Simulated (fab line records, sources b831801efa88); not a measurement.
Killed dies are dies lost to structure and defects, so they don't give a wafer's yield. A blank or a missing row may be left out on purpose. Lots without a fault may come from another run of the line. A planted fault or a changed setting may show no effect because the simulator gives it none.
A struck lot beside a sound one | flow sky130 | 23 steps out of a route of 708
Sound: wafers L525.1, L525.2, L525.5. Struck: wafers L538.3, L538.4, L538.5. The cause comes at the end.
At each step with rows: each side's tool, then ch and its chambers, then its first start. Under that, the readings that differ: sound wafers | struck wafers | difference of the means | sigmas: that difference in standard deviations of wafers without a fault.
alike: readings whose means differ by less than 2 such deviations, and words and numbers that are the same on both sides. not compared: withheld readings, readings that some wafer has no value for, bounds like >300 that may hide the same value, and numbers for which the record gives no deviation and whose values overlap.
The two part at a step that has a row with sigmas, a row that says differs or no value, or rows on one side only. Numbers that don't overlap but have no deviation are shown without sigmas and don't part them. A reading that every wafer of one side lacks parts them only if that side has two wafers or more.

SKY_CONTACT_RS_MEAS_25: measures by four-point-probe.
  sound on film_metro-01, day 32 01:19; struck on film_metro-01, day 36 12:40
  alike: CONTACT_W_RS
SKY_CONTACT_THK_MEAS_26: measures by xrf.
  sound on film_metro-01, day 32 01:26; struck on film_metro-01, day 36 12:46
  alike: CONTACT_W_THK
SKY_CONTACT_CMP_27: polishes, stops on SiO2, t overpolish 15 s, target thk 0 nm.
  sound on cmp-01 ch 0,1,3, day 32 01:35; struck on cmp-02 ch 2,3, day 36 12:52
  alike: motor_current_A, overpolish_run_s, platen_rpm, time_to_endpoint_s
SKY_METAL1_SPUTTER_00: material Ti, target thk 15 nm, time 10 s.
  sound on pvd_sputter-01, day 32 01:47; struck on pvd_sputter-01, day 36 13:07
  alike: throttle_valve_pct
then, 1 step without rows for these wafers: SKY_METAL1_SPUTTER_01 (material TiN, target thk 20 nm, time 16.7 s).
SKY_METAL1_SPUTTER_02: material AlCu, target thk 250 nm, time 13.3 s.
  sound on pvd_sputter-01, day 32 01:50; struck on pvd_sputter-01, day 36 13:10
  alike: throttle_valve_pct
SKY_METAL1_SPUTTER_03: material Ti, target thk 5 nm, time 3.3 s.
  sound on pvd_sputter-01, day 32 01:52; struck on pvd_sputter-01, day 36 13:11
  alike: throttle_valve_pct
SKY_METAL1_SPUTTER_04: material TiN, target thk 70 nm, time 58.3 s.
  sound on pvd_sputter-01, day 32 01:53; struck on pvd_sputter-01, day 36 13:12
  alike: throttle_valve_pct
SKY_METAL1_RS_MEAS_05: measures by four-point-probe.
  sound on film_metro-02, day 32 01:55; struck on film_metro-01, day 36 13:17
  alike: METAL1_ALCU_RS
SKY_METAL1_THK_MEAS_06: measures by xrf.
  sound on film_metro-02, day 32 02:02; struck on film_metro-01, day 36 13:23
  alike: METAL1_ALCU_THK
then, 2 steps without rows for these wafers: SKY_METAL1_DEHYDRATE_07 (time 60 s); SKY_METAL1_HMDS_08 (prime time 60 s).
SKY_METAL1_COAT_09: resist thk 60 nm.
  sound on litho_track-04 ch 0, day 32 15:07; struck on litho_track-04 ch 0, day 37 02:40
  reading              | sound                | struck               | difference | sigmas
  spin_speed_rpm (rpm) | 3001.0 2996.2 3000.6 | 2949.0 2946.6 2947.5 | -51.6      | -23
then, 5 steps without rows for these wafers: SKY_METAL1_COAT_10 (resist thk 450 nm); SKY_METAL1_SOFTBAKE_11 (time 90 s); SKY_METAL1_EXPOSE_12 (exposes mask MM1, target cd 140 nm); SKY_METAL1_PEB_13; SKY_METAL1_DEVELOP_14 (develop time 58.12 s).
SKY_METAL1_CD_MEAS_15: target cd 140 nm.
  sound on cd_sem-02, day 33 04:22; struck on cd_sem-01, day 37 15:25
  alike: cd_nm
SKY_METAL1_OVL_MEAS_16:
  sound on overlay-02, day 33 04:29; struck on overlay-02, day 37 15:30
  reading         | sound  | struck   | difference | sigmas
  METAL1_OVL (nm) | 1 3 10 | -2 -7 -7 | -10        | -2
then, 1 step without rows for these wafers: SKY_METAL1_DESCUM_17 (chemistry O2, time 8 s).
SKY_METAL1_ETCH_18: etches BARC in N2/H2, stops on SiO2, time 45.9 s, target depth 60 nm.
  sound on rie_metal-04 ch 0,1, day 33 04:33; struck on rie_metal-01 ch 0,1, day 37 15:35
  alike: drypump_motor_current_A, oes_product_au, throttle_valve_pct
  not compared: rf_hours_counter_h, model.etch.depth_nm
then, 1 step without rows for these wafers: SKY_METAL1_METAL_ETCH_19 (etches the open film in Cl2/BCl3, stops on SiO2, target depth 360 nm, time 78 s).

WHERE THEY PART
First at SKY_METAL1_COAT_09; last, within this record, at SKY_METAL1_OVL_MEAS_16. Later steps at which nothing parts them and some readings are alike: SKY_METAL1_ETCH_18.

WHY: what the simulator had put in
Process parameter drift: litho_track-04, from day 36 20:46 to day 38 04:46, at SKY_METAL1_COAT_09. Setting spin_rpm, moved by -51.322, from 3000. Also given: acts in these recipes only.
